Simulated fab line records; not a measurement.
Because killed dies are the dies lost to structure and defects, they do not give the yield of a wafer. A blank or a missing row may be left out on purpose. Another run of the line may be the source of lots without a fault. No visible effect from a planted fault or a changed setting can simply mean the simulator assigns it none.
Which tool did it?	flow gf180mcu	at 1 step of a route of 602, 12 lots with 36 wafers sampled

== WHAT THE GAUGES READ, wafer by wafer ==
GF_CONTACT_THK_MEAS_01.
lot	measured	on	CONTACT_CVD_00_THK (nm)
L075	day 15 14:39	film-metro-04	303.2 297.4 301.8
L077	day 16 03:50	film-metro-04	298.4 300.4 301.3
L079	day 17 04:19	film-metro-03	301.1 303.1 305.9
L081	day 17 13:53	film-metro-01	300.0 302.0 305.2
L083	day 18 04:31	film-metro-04	302.9 300.0 302.3
L085	day 19 03:04	film-metro-01	305.9 306.0 303.4
L087	day 20 03:31	film-metro-03	298.2 304.0 301.9
L089	day 20 11:09	film-metro-03	300.7 302.3 303.0
L091	day 22 00:08	film-metro-04	305.4 305.9 305.6
L093	day 22 05:40	film-metro-03	306.1 303.4 303.2
L095	day 22 10:39	film-metro-04	304.4 302.6 297.0
L097	day 23 16:24	film-metro-03	301.5 301.0 300.7

== WHAT TOOL EACH LOT RAN ON (gives the tool, then ch and the chambers of the sampled wafers, and finally the start) ==
No process step before these readings appears in the record.

== THE ANSWER, worked out from the rows above alone ==
Rule: the usual values come from the lots themselves. Put in order of their means at a reading, lots are off if they are a third of the lots or fewer, leave a main group of 4 or more, and stand apart from it by a gap of 3 or more times the standard deviation of the main group's means; of several such gaps the widest counts. A main group whose means are all the same, to the digits that the tables above print for the reading, isn't used. A lot without any number at a reading at which 4 lots or more have one is off too. All remaining lots with rows at the step are treated as sound.
Across all readings shown, no lot is off: no conclusion can be drawn from this.

== WHAT HAD BEEN PUT IN BY THE SIMULATOR ==
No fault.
